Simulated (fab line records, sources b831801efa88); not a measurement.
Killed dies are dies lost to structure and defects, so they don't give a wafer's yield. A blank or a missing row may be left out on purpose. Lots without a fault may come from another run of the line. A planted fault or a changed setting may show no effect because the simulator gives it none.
A struck lot beside a sound one | flow gf180mcu | 15 steps out of a route of 602
Sound: wafers L767.1, L767.4, L767.5. Struck: wafers L775.2, L775.3, L775.6. The cause comes at the end.
At each step with rows: each side's tool, then ch and its chambers, then its first start. Under that, the readings that differ: sound wafers | struck wafers | difference of the means | sigmas: that difference in standard deviations of wafers without a fault.
alike: readings whose means differ by less than 2 such deviations, and words and numbers that are the same on both sides. not compared: withheld readings, readings that some wafer has no value for, bounds like >300 that may hide the same value, and numbers for which the record gives no deviation and whose values overlap.
The two part at a step that has a row with sigmas, a row that says differs or no value, or rows on one side only. Numbers that don't overlap but have no deviation are shown without sigmas and don't part them. A reading that every wafer of one side lacks parts them only if that side has two wafers or more.

GF_V3_STRIP_18: strips in O2/N2.
  sound on plasma_asher-01 ch 0,1, day 26 09:26; struck on plasma_asher-04 ch 0,1, day 28 14:10
  reading                     | sound       | struck      | difference | sigmas
  drypump_motor_current_A (A) | 5.3 5.3 6.0 | 6.6 6.6 6.6 | +1.1       | +2
  alike: heater_power_w, oes_product_au
  not compared: rf_hours_counter_h
then, 3 steps without rows for these wafers: GF_V3_STRIP_19 (strips in post etch residue remover, time 1200 s); GF_V3_CLEAN_20 (cleans in DIW); GF_V3_SPUTTER_21 (material Ti, target thk 15 nm, time 80.02 s).
GF_V3_SPUTTER_22: material TiN, target thk 10 nm, time 40 s.
  sound on pvd_sputter-02, day 26 10:02; struck on pvd_sputter-02, day 28 14:48
  alike: cathode_dc_power_W, throttle_valve_pct
GF_V3_CVD_23: deposits W, target thk 350 nm, time 104.9 s.
  sound on cvd_w-02 ch 0,1, day 26 10:04; struck on cvd_w-02 ch 1, day 28 14:50
  alike: heater_power_w
GF_V3_RS_MEAS_24: measures by four-point-probe.
  sound on film_metro-01, day 26 10:11; struck on film_metro-02, day 28 14:58
  alike: V3_W_RS
GF_V3_THK_MEAS_25: measures by xrf.
  sound on film_metro-01, day 26 10:18; struck on film_metro-02, day 28 15:05
  alike: V3_W_THK
then, 1 step without rows for these wafers: GF_V3_CMP_26 (polishes, stops on SiO2, t overpolish 15 s, target thk 0 nm).
GF_M4_SPUTTER_00: material Ti, target thk 37.5 nm, time 150 s.
  sound on pvd_sputter-01, day 26 10:40; struck on pvd_sputter-04, day 28 15:26
  alike: cathode_dc_power_W, substrate_temp_c, throttle_valve_pct
GF_M4_SPUTTER_01: material TiN, target thk 30 nm, time 25 s.
  sound on pvd_sputter-01, day 26 10:46; struck on pvd_sputter-04, day 28 15:32
  alike: cathode_dc_power_W, throttle_valve_pct
then, 1 step without rows for these wafers: GF_M4_SPUTTER_02 (material AlCu, target thk 450 nm, time 23.9 s).
GF_M4_SPUTTER_03: material Ti, target thk 10 nm, time 6.7 s.
  sound on pvd_sputter-01, day 26 10:49; struck on pvd_sputter-04, day 28 15:35
  reading                               | sound                | struck               | difference | sigmas
  cathode_dc_power_W (W)                | 3000.2 3000.1 3000.0 | 2720.5 2721.7 2721.4 | -278.9     | -99 or more
  model.Ti_of_M4_SPUTTER_03.thk_nm (nm) | 9.892 10.06 9.929    | 8.884 8.829 8.848    | -1.107     |
  alike: substrate_temp_c, throttle_valve_pct
then, 1 step without rows for these wafers: GF_M4_SPUTTER_04 (material TiN, target thk 50 nm, time 41.7 s).
-- the record jumps here: 5 days lie between the struck wafers' starts before and after (it left off in module M4 and takes up again in module PASSIVATION, whose first step shown is number 602 of the route) --
GF_PASSIVATION_PROBE_99:
  the record has rows for the struck wafers here (prober-02, day 34 03:28) and none for the sound ones

WHERE THEY PART
First at GF_V3_STRIP_18; last, within this record, at GF_PASSIVATION_PROBE_99.

WHY: what the simulator had put in
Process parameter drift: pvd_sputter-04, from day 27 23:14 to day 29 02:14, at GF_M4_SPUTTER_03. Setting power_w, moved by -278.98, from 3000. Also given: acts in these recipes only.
